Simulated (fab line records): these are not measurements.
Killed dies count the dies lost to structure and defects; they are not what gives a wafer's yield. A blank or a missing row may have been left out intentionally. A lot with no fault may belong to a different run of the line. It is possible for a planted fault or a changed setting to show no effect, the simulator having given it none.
A struck lot beside a sound one    flow gf180mcu    44 out of 602 route steps
Sound: the wafers L324.4, L324.5, L324.6. Struck: wafer L320.4 (left out: L320.2, a lot-mate that was not struck); the cause follows at the end.
For every step that has rows: the tool of each side, followed by ch and its chambers, followed by its first start. Under that, the readings that differ: sound wafers    struck wafers    difference of the means    sigmas: that difference in standard deviations of wafers without a fault.
alike: same words and numbers on both sides, and readings whose means sit less than 2 such deviations apart. not compared: any withheld reading, any reading some wafer has no value for, any bound like >300 that may hide the same value, and any number with overlapping values for which the record gives no deviation.
The two part at a step that has a row with sigmas, a row that says differs or no value, or rows on one side only. Numbers that have no deviation but don't overlap get no sigmas and don't part them. A reading that every wafer of one side lacks parts them only if that side has two wafers or more.

first, 2 steps without rows for these wafers: GF_DNWELL_DEVELOP_06 (develop time 60 s); GF_DNWELL_IMPLANT_07.
GF_DNWELL_STRIP_08: strips in O2/N2.
  sound on plasmaAsher-03 ch 0,1, day 7 15:52; struck on plasmaAsher-01 ch 0, day 6 18:17
  alike: drypumpMotorCurrentA, heaterPowerW, oesProductAu, stripTimeToEndpointS
  not compared: rfHoursCounterH
GF_DNWELL_TW_MEAS_09:
  sound on filmMetro-02 at day 7 15:58; struck on filmMetro-01 at day 6 18:23
reading    sound           struck  difference  sigmas
DNWELL_TW  1333 1340 1323  1360    +28         +2
then, 7 steps without rows for these wafers: GF_NWELL_DEHYDRATE_00 (time 60 s); GF_NWELL_HMDS_01 (prime time 60 s); GF_NWELL_COAT_02 (resist thk 3000 nm); GF_NWELL_SOFTBAKE_03; GF_NWELL_EXPOSE_04 (exposes mask Nwell, target cd 860 nm); GF_NWELL_PEB_05; GF_NWELL_DEVELOP_06 (develop time 60 s).
GF_NWELL_OVL_MEAS_07:
  sound on overlay-01 at day 8 07:29; struck on overlay-02 at day 7 09:57
  alike: NWELL_OVL
GF_NWELL_IMPLANT_08:
  sound on implanter-02 ch 0, day 8 07:34; struck on implanter-03 ch 0, day 7 10:01
after that, 1 step had no rows for these wafers: GF_NWELL_IMPLANT_09.
GF_NWELL_STRIP_10: strips in O2/N2.
  sound on plasmaAsher-02 ch 0,1, day 8 07:50; struck on plasmaAsher-03 ch 1, day 7 10:17
  alike: drypumpMotorCurrentA, heaterPowerW, oesProductAu, stripTimeToEndpointS
  not compared: rfHoursCounterH
GF_NWELL_TW_MEAS_11:
  sound on filmMetro-03 at day 8 07:56; struck on filmMetro-03 at day 7 10:23
reading   sound           struck  difference  sigmas
NWELL_TW  1558 1556 1558  1419    -138        -15
then, 7 steps without rows for these wafers: GF_LVPWELL_DEHYDRATE_00 (time 60 s); GF_LVPWELL_HMDS_01 (prime time 60 s); GF_LVPWELL_COAT_02 (resist thk 3000 nm); GF_LVPWELL_SOFTBAKE_03; GF_LVPWELL_EXPOSE_04 (exposes mask LVPWELL, target cd 600 nm); GF_LVPWELL_PEB_05; GF_LVPWELL_DEVELOP_06 (develop time 60 s).
GF_LVPWELL_OVL_MEAS_07:
  sound on overlay-02 at day 8 23:48; struck on overlay-01 at day 8 02:17
  alike: LVPWELL_OVL
then, 2 steps without rows for these wafers: GF_LVPWELL_IMPLANT_08; GF_LVPWELL_IMPLANT_09.
GF_LVPWELL_STRIP_10: strips in O2/N2.
  sound on plasmaAsher-01 ch 0,1, day 9 00:09; struck on plasmaAsher-01 ch 0, day 8 02:37
  alike: drypumpMotorCurrentA, heaterPowerW, oesProductAu, stripTimeToEndpointS
  not compared: rfHoursCounterH
GF_LVPWELL_TW_MEAS_11:
  sound on filmMetro-04 at day 9 00:15; struck on filmMetro-03 at day 8 02:44
  alike: LVPWELL_TW
then, 7 steps without rows for these wafers: GF_MVSD_DEHYDRATE_00 (time 60 s); GF_MVSD_HMDS_01 (prime time 60 s); GF_MVSD_COAT_02 (resist thk 3000 nm); GF_MVSD_SOFTBAKE_03; GF_MVSD_EXPOSE_04 (exposes mask MVSD, target cd 1000 nm); GF_MVSD_PEB_05; GF_MVSD_DEVELOP_06 (develop time 60 s).
GF_MVSD_OVL_MEAS_07:
  sound on overlay-02 at day 9 17:09; struck on overlay-01 at day 8 19:05
  alike: MVSD_OVL
then, 2 steps without rows for these wafers: GF_MVSD_IMPLANT_08; GF_MVSD_IMPLANT_09.
GF_MVSD_STRIP_10: strips in O2/N2.
  sound on plasmaAsher-02 ch 0,1, day 9 17:30; struck on plasmaAsher-01 ch 1, day 8 19:25
reading           sound        struck  difference  sigmas
heaterPowerW (W)  359 368 360  289     -73         -2
  alike: drypumpMotorCurrentA, oesProductAu, stripTimeToEndpointS
  not compared: rfHoursCounterH
GF_MVSD_TW_MEAS_11:
  sound on filmMetro-04 at day 9 17:36; struck on filmMetro-03 at day 8 19:32
  alike: MVSD_TW
then, 2 steps without rows for these wafers: GF_MVPSD_DEHYDRATE_00 (time 60 s); GF_MVPSD_HMDS_01 (prime time 60 s).
-- the record jumps here: 4 days lie between the struck wafers' starts before and after --
GF_VT_IMPLANT_RS_MEAS_47: uses a four-point probe to measure.
  sound on filmMetro-02 at day 13 15:49; struck on filmMetro-02 at day 12 14:36
reading            sound              struck  difference  sigmas
NWELL_RS (ohm/sq)  486.1 486.3 487.5  578.9   +92.3       +62
-- the record jumps here: 21 days lie between the struck wafers' starts before and after --
GF_PASSIVATION_PROBE_99:
  rows exist in the record for the struck wafers here (prober-02, day 34 02:02), but not for the sound ones

WHERE THEY PART
Last at GF_PASSIVATION_PROBE_99 as far as this record goes, first at GF_DNWELL_TW_MEAS_09.

WHY: whatever the simulator had introduced
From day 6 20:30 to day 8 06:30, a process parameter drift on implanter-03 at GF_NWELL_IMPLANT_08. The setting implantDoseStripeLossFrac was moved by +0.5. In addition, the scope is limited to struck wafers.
